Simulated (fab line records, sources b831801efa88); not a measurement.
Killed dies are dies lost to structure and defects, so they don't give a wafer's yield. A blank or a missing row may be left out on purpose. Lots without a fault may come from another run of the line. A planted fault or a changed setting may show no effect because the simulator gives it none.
Which tool did it? | flow gf180mcu | 13 lots, 39 wafers sampled, at 5 steps of a route of 602

WHAT THE GAUGES READ, wafer by wafer
GF_HV_LDD_CD_MEAS_19: target cd 400 nm.
lot  | measured     | on        | cd_nm (nm)
L766 | day 10 11:25 | cd_sem-01 | 400.9 401.9 398.3
L767 | day 11 12:03 | cd_sem-02 | 400.9 402.4 399.9
L770 | day 12 03:37 | cd_sem-01 | 401.3 401.9 398.7
L771 | day 12 09:27 | cd_sem-01 | 400.8 400.3 398.1
L772 | day 12 15:28 | cd_sem-02 | - - -
L780 | day 15 08:16 | cd_sem-01 | 405.0 404.5 403.9
L781 | day 15 16:12 | cd_sem-02 | 404.5 403.3 403.1
L782 | day 15 17:07 | cd_sem-01 | 396.0 394.5 395.5
L783 | day 16 10:20 | cd_sem-02 | 397.1 398.5 397.8
L784 | day 16 22:02 | cd_sem-01 | 400.9 401.0 400.5
L785 | day 17 03:15 | cd_sem-01 | 397.0 397.9 397.4
L787 | day 17 15:10 | cd_sem-02 | 400.7 398.7 400.3
L788 | day 17 19:04 | cd_sem-02 | 403.0 401.7 401.1

GF_HV_LDD_TW_MEAS_23.
lot  | measured     | on            | HV_LDD_2_TW
L766 | day 10 11:47 | film_metro-01 | 1048 1046 1044
L767 | day 11 12:27 | film_metro-03 | 1048 1048 1048
L770 | day 12 04:02 | film_metro-03 | 1042 1047 1049
L771 | day 12 09:51 | film_metro-03 | 1046 1048 1046
L772 | day 12 15:52 | film_metro-02 | 30 30 30
L780 | day 15 08:41 | film_metro-01 | 1051 1051 1052
L781 | day 15 16:35 | film_metro-01 | 1049 1050 1045
L782 | day 15 17:31 | film_metro-03 | 1044 1051 1040
L783 | day 16 10:46 | film_metro-03 | 1056 1053 1058
L784 | day 16 22:26 | film_metro-03 | 1055 1055 1056
L785 | day 17 03:38 | film_metro-03 | 1049 1054 1054
L787 | day 17 15:34 | film_metro-02 | 1057 1052 1055
L788 | day 17 19:28 | film_metro-02 | 1055 1054 1050

GF_CONTACT_RS_MEAS_25: measures by four-point-probe.
lot  | measured     | on            | CONTACT_W_RS (ohm/sq)
L766 | day 15 18:00 | film_metro-02 | 0.376 0.378 0.386
L767 | day 17 01:19 | film_metro-02 | 0.372 0.384 0.389
L770 | day 17 18:13 | film_metro-02 | 0.373 0.374 0.388
L771 | day 18 01:57 | film_metro-02 | 0.379 0.379 0.381
L780 | day 21 12:03 | film_metro-02 | 0.389 0.385 0.387
L781 | day 21 20:52 | film_metro-01 | 0.392 0.387 0.391
L782 | day 21 23:07 | film_metro-03 | 0.378 0.387 0.381
L783 | day 22 14:23 | film_metro-02 | 0.381 0.383 0.379
L784 | day 23 04:39 | film_metro-02 | 0.387 0.388 0.387
L785 | day 23 09:59 | film_metro-03 | 0.380 0.385 0.376
L787 | day 23 20:26 | film_metro-02 | 0.386 0.375 0.386
L788 | day 23 23:46 | film_metro-01 | 0.385 0.381 0.388

GF_V1_BOW_MEAS_05.
lot  | measured     | on            | V1_BOW (um)
L766 | day 16 17:58 | film_metro-02 | 91 79 74
L767 | day 18 03:19 | film_metro-04 | 87 66 85
L770 | day 18 19:53 | film_metro-04 | 72 83 76
L771 | day 19 04:14 | film_metro-02 | 82 81 76
L780 | day 22 13:30 | film_metro-03 | 98 82 95
L781 | day 22 21:51 | film_metro-04 | 66 81 75
L782 | day 23 00:05 | film_metro-03 | 86 95 71
L783 | day 23 15:02 | film_metro-04 | 83 88 85
L784 | day 24 05:17 | film_metro-03 | 77 74 76
L785 | day 24 10:32 | film_metro-03 | 84 90 83
L787 | day 24 20:16 | film_metro-02 | 78 80 80
L788 | day 25 00:07 | film_metro-04 | 89 93 92

WHICH TOOL RAN EACH LOT (tool, then ch and the chambers of the sampled wafers, then the start)
lot  | GF_HV_LDD_EXPOSE_16
L766 | iline_stepper-01 ch 0, day 10 02:46
L767 | iline_stepper-01 ch 0, day 11 03:25
L770 | iline_stepper-02 ch 0, day 11 18:22
L771 | iline_stepper-02 ch 0, day 11 23:48
L772 | iline_stepper-02 ch 0, day 12 05:55
L780 | iline_stepper-01 ch 0, day 14 21:22
L781 | iline_stepper-01 ch 0, day 15 05:23
L782 | iline_stepper-02 ch 0, day 15 06:40
L783 | iline_stepper-01 ch 0, day 15 23:38
L784 | iline_stepper-02 ch 0, day 16 11:08
L785 | iline_stepper-01 ch 0, day 16 16:05
L787 | iline_stepper-02 ch 0, day 17 03:49
L788 | iline_stepper-01 ch 0, day 17 07:52
- GF_HV_LDD_EXPOSE_16: exposes mask Pplus LV AREA, target cd 400 nm.

WHAT THE TOOLS THEMSELVES READ (means of the sampled wafers that have a number; where no wafer has one, the mark that the record gives instead)
The record holds no such reading with a usual standard deviation.

THE ANSWER, worked out from the rows above alone
Rule: what is usual is taken from the lots themselves. Put in order of their means at a reading, lots are off if they are a third of the lots or fewer, leave a main group of 4 or more, and stand apart from it by a gap of 3 or more times the standard deviation of the main group's means; of several such gaps the widest counts. A main group whose means are all the same, to the digits that the tables above print for the reading, isn't used. A lot without any number at a reading at which 4 lots or more have one is off too. The other lots that the step has rows for count as sound. The gauges are gone through in route order, then the tools' own readings, and for those a lot's mean is taken as printed above. The first step at which some lot is off is used, and at that step the reading that is off furthest; a lot without a number counts as furthest.
Off: L772, at GF_HV_LDD_CD_MEAS_19 (cd_nm). Without a number there: L772. The main group: mean 400.3 nm, standard deviation 2.4.
A tool fits if, at a process step before that reading, it ran every lot that is off, and no sound lot after the first of them. The gauges at GF_HV_LDD_CD_MEAS_19 aren't tried: what is off there is off at GF_HV_LDD_TW_MEAS_23 too, on other tools, and a gauge's error can't cause that. None of those tried fits.

WHAT THE SIMULATOR HAD PUT IN
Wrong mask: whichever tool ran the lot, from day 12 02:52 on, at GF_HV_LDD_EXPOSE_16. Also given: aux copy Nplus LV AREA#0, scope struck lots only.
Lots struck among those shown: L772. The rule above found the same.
